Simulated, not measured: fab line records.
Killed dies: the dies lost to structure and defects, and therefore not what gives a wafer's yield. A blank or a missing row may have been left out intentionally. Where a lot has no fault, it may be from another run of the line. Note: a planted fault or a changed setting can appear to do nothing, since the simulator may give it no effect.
fab line records | flow gf180mcu
record lots=7 wafers=21 lastDay=34
route steps=602 shown HV_LDD@208
lots that met no fault: taken from a fault-free run of the same line
startH: hours from the record's opening day to when the first of the lot's shown wafers began | waitH: hours since the lot's step before | " same as the row above | L1.1+2: a single row standing in for several wafers | - no value, or no start was given | * or withheld: withheld | < > ~ a bound
route shown NAME@n: NAME is a module with steps in the file, n the number in the route of the first one | usual: average and standard deviation across the fault-free wafers | same: alike in all rows | chamber/n: place in a boat | sites: the reading at each site | _std_site: how widely they spread, as a standard deviation | _edge_site: inner sites' mean taken away from outer sites' mean | radiusMm: for every site, how far away it sits from the centre of the wafer | mask NAME#n: copy n | behind: tool/chamber where the wafer was last shaped | hold: cause of the lot's hold/its duration in hours/its outcome | device: names the non-switching transistor (n, p or np) | end of line: the tests these same wafers got at the end of their route | for a step that has no rows: nothing shown but its recipe | killed: not the wafer's yield, but the dies lost to structure and defects at the first sort | map: a wafer's dies, x killed, . not, _ none there
set.NAME: the setting the step ran with; set.NAME@STEP: the setting that earlier step ran with | model.NAME: the simulator's own value behind a step, which no gauge read
lots seen at some steps along the route; tables by step, rows by wafer
services: the hour from which a tool's chamber was out of use, counted from the record's first day as startH (under 0 if before that day), plus the number of hours and why
## steps
# step GF_HV_LDD_OVL_MEAS_32
# usual HV_LDD_02_OVL=-0.9/2.3
# columns lot.wafer tool chamber startH waitH HV_LDD_02_OVL[nm]
L486.1 overlay-02 - 270.53 0.1 -1.0
L486.4 " - " " -1.5
L486.5 " - " " -2.7
L494.2 overlay-02 - 337.27 0.1 -1.6
L494.4 " - " " -2.6
L494.5 " - " " -1.3
L495.3 overlay-02 - 342.28 0.1 -2.9
L495.5 " - " " -2.0
L495.6 " - " " -4.0
L496.1 overlay-02 - 348.93 0.1 -2.1
L496.4 " - " " -1.0
L496.6 " - " " -0.1
L502.1 overlay-01 - 394.54 0.1 -2.5
L502.4 " - " " -2.1
L502.6 " - " " -1.0
L503.1 overlay-02 - 400.23 0.1 1.4
L503.2 " - " " 0.1
L503.5 " - " " 0.7
L507.2 overlay-02 - 433.28 0.1 -2.1
L507.4 " - " " -0.2
L507.5 " - " " -1.5
# step GF_HV_LDD_IMPLANT_33
# recipe species=P energyKev=60 doseCm2=7.818e+12 tiltDeg=30 rotationDeg=0
# step GF_HV_LDD_IMPLANT_34
# recipe species=P energyKev=60 doseCm2=7.5e+12 tiltDeg=30 rotationDeg=90
# step GF_HV_LDD_IMPLANT_35
# recipe species=P energyKev=60 doseCm2=7.5e+12 tiltDeg=30 rotationDeg=180
# step GF_HV_LDD_IMPLANT_36
# recipe species=P energyKev=60 doseCm2=7.5e+12 tiltDeg=30 rotationDeg=270
# step GF_HV_LDD_STRIP_37
# recipe chemistry=O2/N2 powerW=1400 pressureMtorr=1500 platenTempC=250 o2FlowSccm=3000 n2FlowSccm=300 overashFraction=0.5
# usual drypumpMotorCurrentA=5.66/0.24 heaterPowerW=317/16 oesProductAu=0.716/0.0041 platenTempC=249.99/0.19 stripTimeToEndpointS=12.66/0.034
# same overashFraction=0.5
# columns lot.wafer tool chamber startH waitH drypumpMotorCurrentA heaterPowerW oesProductAu platenTempC rfHoursCounterH stripTimeToEndpointS
L486.1 plasmaAsher-02 0 271.17 0.1 5.56 316 0.714 250.15 64 12.66
L486.4 " 1 " " 6.06 305 0.717 250.08 - 12.68
L486.5 " 0 " " 5.60 329 0.716 250.08 - 12.62
L494.2 plasmaAsher-02 1 337.90 0.1 6.15 311 0.725 250.09 71 12.62
L494.4 " 1 " " 6.09 311 0.703 250.30 - 12.67
L494.5 " 1 " " 6.07 318 0.720 250.08 - 12.67
L495.3 plasmaAsher-03 0 342.93 0.1 5.79 328 0.715 249.86 - 12.65
L495.5 " 1 " " 5.31 318 0.711 249.86 - 12.67
L495.6 " 0 " " 5.78 321 0.709 250.02 - 12.71
L496.1 plasmaAsher-03 0 349.57 0.1 5.75 323 0.721 249.90 67 12.68
L496.4 " 0 " " 5.77 329 0.715 250.46 - 12.71
L496.6 " 0 " " 5.77 325 0.720 250.11 - 12.69
L502.1 plasmaAsher-01 0 395.18 0.1 5.61 283 0.714 249.86 29 12.65
L502.4 " 0 " " 5.62 281 0.718 249.89 - 12.65
L502.6 " 1 " " 5.93 319 0.713 249.62 - 12.68
L503.1 plasmaAsher-03 0 400.87 0.1 5.79 330 0.715 249.93 72 12.67
L503.2 " 1 " " 5.33 318 0.717 250.24 72 12.62
L503.5 " 0 " " 5.80 331 0.712 249.93 - 12.66
L507.2 plasmaAsher-03 0 433.91 0.1 5.77 326 0.706 250.28 76 12.70
L507.4 " 0 " " 5.79 331 0.717 250.01 - 12.67
L507.5 " 1 " " 5.31 317 0.714 249.78 - 12.71
# step GF_HV_LDD_TW_MEAS_38
# usual HV_LDD_3_TW=1438/9
# columns lot.wafer tool chamber startH waitH HV_LDD_3_TW
L486.1 filmMetro-01 - 271.27 0.1 1418
L486.4 " - " " 1429
L486.5 " - " " 1413
L494.2 filmMetro-01 - 338.01 0.1 1428
L494.4 " - " " 1430
L494.5 " - " " 1437
L495.3 filmMetro-03 - 343.02 0.1 1448
L495.5 " - " " 1437
L495.6 " - " " 1444
L496.1 filmMetro-03 - 349.67 0.1 1445
L496.4 " - " " 1444
L496.6 " - " " 1444
L502.1 filmMetro-03 - 395.28 0.1 1444
L502.4 " - " " 1448
L502.6 " - " " 1444
L503.1 filmMetro-02 - 400.98 0.1 1436
L503.2 " - " " 1433
L503.5 " - " " 1424
L507.2 filmMetro-03 - 434.07 0.1 1444
L507.4 " - " " 1448
L507.5 " - " " 1442
# step GF_HV_LDD_DEHYDRATE_39
# recipe tempC=200 timeS=60
# step GF_HV_LDD_HMDS_40
# recipe primeTimeS=60 primeTempC=120
# step GF_HV_LDD_COAT_41
# recipe resist=NOVOLAK spinRpm=3000 resistThkNm=1000
# step GF_HV_LDD_SOFTBAKE_42
# recipe tempC=90 timeS=60 resist=NOVOLAK
# step GF_HV_LDD_EXPOSE_43
# recipe maskId=Pplus_HV_AREA targetCdNm=400 na=0.6 sourceShape=conventional sigmaOuter=0.6 doseMj=140
# step GF_HV_LDD_PEB_44
# recipe tempC=withheld timeS=* resist=NOVOLAK
# usual chillPlateTempC=* exhaustPa=45.2/0.83
# columns lot.wafer tool chamber startH waitH chillPlateTempC exhaustPa
L486.1 lithoTrack-01 0 290.50 - * 44.3
L486.4 " 0 " " * 44.6
L486.5 " 0 " " * 44.3
L494.2 lithoTrack-01 - 358.98 - - -
L494.4 " - " " - -
L494.5 " - " " - -
L495.3 lithoTrack-03 - 364.16 - - -
L495.5 " - " " - -
L495.6 " - " " - -
L496.1 lithoTrack-02 - 371.69 - - -
L496.4 " - " " - -
L496.6 " - " " - -
L502.1 lithoTrack-01 0 418.50 - * 44.2
L502.4 " 0 " " * 43.8
L502.6 " 0 " " * 45.0
L503.1 lithoTrack-02 0 423.54 - * 45.1
L503.2 " 0 " " * 46.3
L503.5 " 0 " " * 45.5
L507.2 lithoTrack-01 0 458.03 - * 46.4
L507.4 " 0 " " * 46.0
L507.5 " 0 " " * 47.2
# step GF_HV_LDD_DEVELOP_45
# recipe developTimeS=60 devTempC=23
## services
# columns tool chamber startH hours kind
plasmaAsher-01 - 329.43 1.4 repair
plasmaAsher-02 - 421.25 9.0 pm
plasmaAsher-02 0 421.25 9.0 ventCycle
plasmaAsher-02 1 421.25 9.0 ventCycle
plasmaAsher-02 0 430.25 - clean
plasmaAsher-02 1 430.25 - clean
plasmaAsher-01 - 439.30 0.6 repair
lithoTrack-02 - 453.96 - consumableReplace:filter
## key
firstSign step=GF_HV_LDD_PEB_44 reading=toolRecord direction=missing
effect none on later readings
metAt GF_HV_LDD_PEB_44
struckWafers L494.2,L494.4,L494.5,L495.3,L495.5,L495.6,L496.1,L496.4,L496.6
sortLeftOut L494.2,L494.4,L494.5,L495.3,L495.5,L495.6,L496.1,L496.4,L496.6
testerLeftOut L494,L495,L496
onsetBetween 290.50 358.98
fault kind=skippedStepWhole tool=lithoTrack-01,lithoTrack-02,lithoTrack-03 chamber=- onsetH=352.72 steps=GF_HV_LDD_PEB_44 scope=struckLotsOnly
# testerLeftOut: of these lots the tester's yield and bins aren't shown, on N5 and GAA mostly nor the transistor test; their killed dies are dies lost to structure and defects alone, not to doping, threshold or leakage, so they don't give the yield
# sortLeftOut: the simulated sort isn't trusted on such a fault, so these wafers' sort isn't shown, and their yield isn't known
